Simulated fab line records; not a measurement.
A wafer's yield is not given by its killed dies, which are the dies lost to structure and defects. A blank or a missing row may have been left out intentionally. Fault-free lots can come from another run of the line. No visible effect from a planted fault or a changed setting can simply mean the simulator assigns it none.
fab line records	flow sky130
record lots=11	wafers=33	last-day=50
route steps=708 shown FIELD_ISO@17 PWDE@53 NWELL@79 SPACER@306
lots that met no fault: from a run of the same line without faults
start-h: start of the lot's first displayed wafer, in hours after the record's first day	wait-h: hours elapsed since this lot's preceding step	" same as the row above	L1.1+2: several wafers, shown together as one row	- no value present, or no start provided	* or withheld: withheld	< > ~ a bound
route shown NAME@n: NAME is a module with steps in the file, n the number in the route of the first one	usual: mean and standard deviation over wafers with no fault	same: alike in all rows	chamber/n: place in a boat	sites: per-site readings	_std_site: how widely they spread, as a standard deviation	_edge_site: the outer-site mean with the inner-site mean subtracted	radius-mm: for every site, how far away it sits from the centre of the wafer	mask NAME#n: copy n	behind: the tool/chamber that last shaped the wafer	hold: what put the lot on hold/how long, in hours/how the hold closed	device: the n, p or np transistor that did not switch	end of line: at the end of the route, the tests of the same wafers	where a step has no rows: the recipe by itself	killed: dies that structure and defects cost at the first sort, which is not the same as the wafer's yield	map: a wafer's dies, x killed, . not, _ none there
set.NAME: the setting as run; set.NAME@STEP: as run at that earlier step	model.NAME: the simulator's own value behind a step, which no gauge read
one table for each step of the route and one row for each wafer, over a sample of lots
services: the hour from which a tool's chamber was out of use, counted from the record's first day as start-h (under 0 if before that day), plus the number of hours and why
## steps
# step SKY_FIELD_ISO_STRIP_16
# recipe chemistry=O2/N2	power-w=1400	pressure-mtorr=1500	platen-temp-c=withheld	o2-flow-sccm=3000	n2-flow-sccm=300	overash-fraction=0.5
# usual drypump-motor-current-A=5.7/0.45	n2-flow-sccm=300.0/0.85	oes-product-au=0.378/0.0045	strip-time-to-endpoint-s=3.550/0.027
lot.wafer	tool	chamber	start-h	wait-h	drypump-motor-current-A	n2-flow-sccm	oes-product-au	rf-hours-counter-h	strip-time-to-endpoint-s
L996.1	plasma-asher-03	1	48.04	0.0	5.5	298.8	0.373	32	3.530
L996.4	"	1	"	"	5.5	299.2	0.373	-	3.531
L996.6	"	1	"	"	5.4	299.9	0.378	-	3.558
L997.1	plasma-asher-01	1	50.94	0.0	5.9	300.4	0.376	38	3.524
L997.3	"	0	"	"	5.1	299.3	0.371	-	3.521
L997.6	"	1	"	"	5.9	301.1	0.380	-	3.549
L998.1	plasma-asher-01	0	56.19	0.0	5.1	301.5	0.379	39	3.539
L998.2	"	1	"	"	5.9	298.9	0.381	39	3.562
L998.6	"	0	"	"	5.1	300.2	0.377	-	3.583
L101.1	plasma-asher-02	0	70.16	0.0	6.4	299.0	0.374	26	3.567
L101.2	"	1	"	"	5.9	300.6	0.376	26	3.552
L101.3	"	0	"	"	6.4	299.3	0.386	-	3.599
L109.4	plasma-asher-02	1	112.12	0.1	5.9	300.6	0.385	-	3.547
L109.5	"	1	"	"	5.9	299.8	0.385	-	3.553
L109.6	"	0	"	"	6.4	299.6	0.381	-	3.555
L110.3	plasma-asher-03	1	119.19	0.1	5.4	300.9	0.368	-	3.551
L110.4	"	0	"	"	5.4	300.3	0.374	-	3.544
L110.5	"	1	"	"	5.4	301.5	0.384	-	3.582
L111.1	plasma-asher-02	0	121.99	0.0	6.5	300.1	0.384	31	3.554
L111.4	"	1	"	"	5.9	299.7	0.372	-	3.559
L111.5	"	0	"	"	6.4	299.5	0.378	-	3.592
L112.3	plasma-asher-03	1	128.99	0.1	5.4	301.0	0.374	-	3.525
L112.4	"	0	"	"	5.4	299.7	0.378	-	3.507
L112.5	"	0	"	"	5.4	300.9	0.373	-	3.551
L114.1	plasma-asher-03	1	138.64	0.0	5.4	300.7	0.376	42	3.582
L114.5	"	0	"	"	5.4	299.3	0.384	-	3.574
L114.6	"	1	"	"	5.4	300.0	0.380	-	3.582
L115.2	plasma-asher-01	1	146.71	0.0	6.0	299.1	0.380	3	3.499
L115.3	"	0	"	"	5.0	298.8	0.368	-	3.510
L115.5	"	0	"	"	5.1	298.9	0.382	-	3.507
L116.1	plasma-asher-03	1	151.31	0.0	5.4	299.2	0.382	43	3.563
L116.5	"	0	"	"	5.4	299.6	0.378	-	3.544
L116.6	"	1	"	"	5.4	299.3	0.376	-	3.527
# step SKY_PWDE_IMPLANT_08
# recipe species=B	energy-kev=150	dose-cm2=3.6e+12	tilt-deg=withheld
# usual dose-ions-cm2=3.6e+12/3.8e+09	end-station-pressure-torr=5.01e-06/2.6e-07	faraday-current-uA=20.3/0.39
lot.wafer	tool	chamber	start-h	wait-h	dose-ions-cm2	end-station-pressure-torr	faraday-current-uA
L996.1	implanter-02	0	88.31	0.0	3.606e+12	5.23e-06	19.9
L996.4	"	0	"	"	3.595e+12	5.2e-06	19.9
L996.6	"	0	"	"	3.603e+12	4.96e-06	20.1
L997.1	implanter-04	0	92.35	0.0	3.597e+12	4.69e-06	20.3
L997.3	"	0	"	"	3.594e+12	5.19e-06	20.6
L997.6	"	0	"	"	3.594e+12	5.01e-06	20.5
L998.1	implanter-04	0	97.92	0.0	3.601e+12	5.12e-06	20.8
L998.2	"	0	"	"	3.598e+12	5.64e-06	20.3
L998.6	"	0	"	"	3.602e+12	5.02e-06	20.6
L101.1	implanter-02	0	113.87	0.0	3.601e+12	5.17e-06	20.4
L101.2	"	0	"	"	3.598e+12	5.01e-06	20.4
L101.3	"	0	"	"	3.601e+12	5.02e-06	20.0
L109.4	implanter-04	0	160.43	0.1	2.493e+12	4.95e-06	13.9
L109.5	"	0	"	"	2.494e+12	5.42e-06	13.9
L109.6	"	0	"	"	2.496e+12	5.05e-06	14.2
L110.3	implanter-04	0	166.05	0.1	2.496e+12	4.71e-06	14.1
L110.4	"	0	"	"	2.495e+12	4.72e-06	13.7
L110.5	"	0	"	"	2.496e+12	4.92e-06	14.2
L111.1	implanter-03	0	168.20	0.0	3.609e+12	5.17e-06	19.9
L111.4	"	0	"	"	3.61e+12	5.06e-06	20.4
L111.5	"	0	"	"	3.605e+12	5.04e-06	19.8
L112.3	implanter-03	0	176.30	0.1	3.606e+12	4.77e-06	20.1
L112.4	"	0	"	"	3.599e+12	5.07e-06	20.1
L112.5	"	0	"	"	3.594e+12	4.95e-06	20.6
L114.1	implanter-03	0	186.41	0.0	3.602e+12	4.75e-06	20.7
L114.5	"	0	"	"	3.598e+12	4.89e-06	20.2
L114.6	"	0	"	"	3.593e+12	5.03e-06	20.1
L115.2	implanter-03	0	194.53	0.0	3.598e+12	5.03e-06	20.5
L115.3	"	0	"	"	3.607e+12	4.91e-06	20.6
L115.5	"	0	"	"	3.6e+12	5.62e-06	19.6
L116.1	implanter-03	0	203.10	0.0	3.594e+12	4.91e-06	20.6
L116.5	"	0	"	"	3.597e+12	4.98e-06	20.1
L116.6	"	0	"	"	3.596e+12	5.23e-06	21.0
# step SKY_PWDE_TW_MEAS_10
# usual PWDE_TW=369.5/2.6
lot.wafer	tool	chamber	start-h	wait-h	PWDE_TW
L996.1	film-metro-02	-	88.56	0.1	368.4
L996.4	"	-	"	"	367.8
L996.6	"	-	"	"	366.7
L997.1	film-metro-01	-	92.60	0.1	372.1
L997.3	"	-	"	"	371.7
L997.6	"	-	"	"	371.5
L998.1	film-metro-02	-	98.17	0.1	372.0
L998.2	"	-	"	"	369.1
L998.6	"	-	"	"	367.7
L101.1	film-metro-04	-	114.12	0.1	372.2
L101.2	"	-	"	"	374.2
L101.3	"	-	"	"	371.3
L109.4	film-metro-02	-	160.63	0.1	328.6
L109.5	"	-	"	"	332.9
L109.6	"	-	"	"	328.9
L110.3	film-metro-01	-	166.27	0.1	330.8
L110.4	"	-	"	"	330.0
L110.5	"	-	"	"	328.3
L111.1	film-metro-01	-	168.45	0.1	371.9
L111.4	"	-	"	"	372.6
L111.5	"	-	"	"	370.4
L112.3	film-metro-02	-	176.52	0.1	365.7
L112.4	"	-	"	"	368.0
L112.5	"	-	"	"	367.9
L114.1	film-metro-01	-	186.69	0.1	367.9
L114.5	"	-	"	"	371.5
L114.6	"	-	"	"	371.6
L115.2	film-metro-02	-	194.76	0.1	367.3
L115.3	"	-	"	"	367.2
L115.5	"	-	"	"	366.4
L116.1	film-metro-01	-	203.35	0.1	369.2
L116.5	"	-	"	"	368.7
L116.6	"	-	"	"	370.8
# step SKY_NWELL_TW_MEAS_26
# usual NWELL_2_TW=490/3.9
lot.wafer	tool	chamber	start-h	wait-h	NWELL_2_TW
L996.1	film-metro-01	-	126.15	0.1	488
L996.4	"	-	"	"	490
L996.6	"	-	"	"	490
L997.1	film-metro-02	-	130.73	0.1	484
L997.3	"	-	"	"	489
L997.6	"	-	"	"	488
L998.1	film-metro-04	-	136.70	0.1	500
L998.2	"	-	"	"	500
L998.6	"	-	"	"	498
L101.1	film-metro-04	-	152.62	0.1	496
L101.2	"	-	"	"	498
L101.3	"	-	"	"	497
L109.4	film-metro-02	-	202.90	0.1	487
L109.5	"	-	"	"	486
L109.6	"	-	"	"	489
L110.3	film-metro-02	-	209.54	0.1	486
L110.4	"	-	"	"	486
L110.5	"	-	"	"	485
L111.1	film-metro-04	-	211.20	0.1	496
L111.4	"	-	"	"	495
L111.5	"	-	"	"	495
L112.3	film-metro-01	-	221.62	0.1	490
L112.4	"	-	"	"	493
L112.5	"	-	"	"	492
L114.1	film-metro-01	-	232.17	0.1	489
L114.5	"	-	"	"	491
L114.6	"	-	"	"	491
L115.2	film-metro-01	-	240.84	0.1	488
L115.3	"	-	"	"	489
L115.5	"	-	"	"	487
L116.1	film-metro-02	-	249.02	0.1	488
L116.5	"	-	"	"	486
L116.6	"	-	"	"	486
# step SKY_NWELL_RS_MEAS_31
# recipe thk-meas-gauge=four-point-probe
# usual PWDE_RS=5279/20
lot.wafer	tool	chamber	start-h	wait-h	PWDE_RS[ohm/sq]
L996.1	film-metro-04	-	126.60	0.1	5286
L996.4	"	-	"	"	5299
L996.6	"	-	"	"	5290
L997.1	film-metro-01	-	131.20	0.1	5270
L997.3	"	-	"	"	5287
L997.6	"	-	"	"	5269
L998.1	film-metro-01	-	137.16	0.1	5284
L998.2	"	-	"	"	5274
L998.6	"	-	"	"	5285
L101.1	film-metro-01	-	153.07	0.1	5277
L101.2	"	-	"	"	5264
L101.3	"	-	"	"	5279
L109.4	film-metro-02	-	203.38	0.1	7091
L109.5	"	-	"	"	7102
L109.6	"	-	"	"	7107
L110.3	film-metro-04	-	210.01	0.1	7141
L110.4	"	-	"	"	7152
L110.5	"	-	"	"	7144
L111.1	film-metro-02	-	211.65	0.1	5275
L111.4	"	-	"	"	5281
L111.5	"	-	"	"	5289
L112.3	film-metro-02	-	222.09	0.1	5238
L112.4	"	-	"	"	5218
L112.5	"	-	"	"	5235
L114.1	film-metro-02	-	232.63	0.1	5293
L114.5	"	-	"	"	5275
L114.6	"	-	"	"	5280
L115.2	film-metro-04	-	241.30	0.1	5304
L115.3	"	-	"	"	5303
L115.5	"	-	"	"	5320
L116.1	film-metro-01	-	249.48	0.1	5264
L116.5	"	-	"	"	5310
L116.6	"	-	"	"	5279
# step SKY_SPACER_ETCHBACK_02
# recipe chemistry=CH3F/O2	target=Si3N4	stop-on=SiO2	source-w=400	bias-w=80	pressure-mtorr=25	ch3f-flow-sccm=40	O2_flow_sccm=30	time-s=46.7	target-depth-a=450
# usual bias-w=79.99/0.24	drypump-motor-current-A=5.6/0.41	oes-product-au=0.850/0.0072	throttle-valve-pct=10.563/0.0089
lot.wafer	tool	chamber	start-h	wait-h	bias-w	drypump-motor-current-A	oes-product-au	rf-hours-counter-h	throttle-valve-pct
L996.1	rie-diel-04	3	571.15	0.1	79.68	5.0	0.855	1	10.583
L996.4	"	0	"	"	80.07	5.4	0.857	38	10.556
L996.6	"	1	"	"	79.65	5.6	0.854	-	10.569
L998.1	rie-diel-02	3	580.39	0.1	80.37	6.2	0.852	67	10.556
L998.2	"	2	"	"	80.11	5.8	0.858	1	10.550
L998.6	"	0	"	"	79.74	5.8	0.846	-	10.558
L997.1	rie-diel-04	0	581.59	0.1	79.95	5.4	0.857	38	10.562
L997.3	"	3	"	"	79.65	5.0	0.857	1	10.539
L997.6	"	1	"	"	80.16	5.6	0.851	-	10.555
L101.1	rie-diel-04	0	624.64	0.1	79.97	5.3	0.848	39	10.553
L101.2	"	3	"	"	79.79	5.0	0.846	2	10.550
L101.3	"	2	"	"	79.91	5.5	0.852	48	10.561
L109.4	rie-diel-02	0	671.30	0.0	80.23	5.8	0.843	11	10.562
L109.5	"	2	"	"	80.32	5.9	0.839	-	10.574
L109.6	"	1	"	"	80.15	5.5	0.851	-	10.552
L110.3	rie-diel-04	1	679.50	0.0	79.66	5.7	0.862	1	10.555
L110.4	"	0	"	"	80.01	5.3	0.862	40	10.578
L110.5	"	2	"	"	79.81	5.5	0.860	-	10.568
L111.1	rie-diel-01	1	682.13	0.1	80.27	6.3	0.843	10	10.575
L111.4	"	2	"	"	80.04	5.5	0.848	14	10.572
L111.5	"	3	"	"	80.22	4.8	0.844	-	10.565
L112.3	rie-diel-04	1	696.78	0.0	79.81	5.7	0.841	1	10.561
L112.4	"	0	"	"	80.09	5.3	0.853	40	10.552
L112.5	"	2	"	"	79.87	5.5	0.850	-	10.541
L114.1	rie-diel-02	2	706.05	0.1	79.91	5.8	0.854	4	10.574
L114.5	"	0	"	"	79.98	5.8	0.853	-	10.571
L114.6	"	3	"	"	80.20	6.1	0.840	-	10.578
L115.2	rie-diel-01	0	717.70	0.0	79.66	6.5	0.857	9	10.561
L115.3	"	3	"	"	79.55	4.8	0.858	48	10.566
L115.5	"	3	"	"	79.99	4.8	0.853	-	10.565
L116.1	rie-diel-02	3	721.12	0.1	80.37	6.1	0.848	1	10.563
L116.5	"	0	"	"	80.09	5.8	0.847	-	10.573
L116.6	"	3	"	"	80.11	6.2	0.854	-	10.566
## services
tool	chamber	start-h	hours	kind
rie-diel-04	-	27.21	1.3	repair
implanter-03	-	38.21	7.1	repair
implanter-03	-	55.25	3.2	repair
implanter-03	-	56.70	3.6	repair
implanter-03	-	77.77	5.6	pm
implanter-03	-	150.08	0.6	repair
plasma-asher-03	-	208.25	1.2	repair
rie-diel-04	1	234.48	36.3	repair
plasma-asher-03	-	236.83	0.5	repair
implanter-03	-	247.06	2.2	repair
plasma-asher-03	-	274.50	0.9	repair
rie-diel-04	2	290.25	15.3	repair
rie-diel-04	2	343.14	2.3	repair
implanter-03	-	348.27	5.1	pm
rie-diel-04	1	414.73	12.9	repair
plasma-asher-03	-	421.25	9.0	pm
plasma-asher-03	-	431.08	2.7	repair
implanter-03	-	481.24	1.1	repair
rie-diel-04	-	485.02	14.6	pm
rie-diel-04	-	503.20	0.2	repair
implanter-03	-	566.77	3.4	pm
rie-diel-04	1	607.95	8.3	repair
rie-diel-04	-	620.78	0.4	repair
rie-diel-04	-	656.99	0.7	repair
## key
first-sign step=SKY_PWDE_IMPLANT_08	reading=dose-ions-cm2	direction=down	sigmas=99+	usual=*	struck=*
effect step=SKY_PWDE_IMPLANT_08	reading=faraday-current-uA	direction=down	sigmas=16	usual=20.3	struck=14.0
effect step=SKY_PWDE_TW_MEAS_10	reading=PWDE_TW	direction=down	sigmas=15	usual=369.5	struck=329.9
effect step=SKY_NWELL_RS_MEAS_31	reading=PWDE_RS	direction=up	sigmas=91	usual=5279	struck=7123
met-at SKY_PWDE_IMPLANT_08
struck-lots L109,L110
tester-left-out L109,L110
not-acting-at SKY_FIELD_ISO_STRIP_16,SKY_NWELL_TW_MEAS_26,SKY_SPACER_ETCHBACK_02
onset-between 97.92 160.43
fault kind=process-parameter-drift	tool=implanter-04	chamber=-	onset-h=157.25	steps=SKY_PWDE_IMPLANT_08	channel=dose-cm2	offset=*	shape=step	end-h=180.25	acts-in=*	stated=*
# tester-left-out: of these lots the tester's yield and bins aren't shown, on N5 and GAA mostly nor the transistor test; their killed dies are dies lost to structure and defects alone, not to doping, threshold or leakage, so they don't give the yield
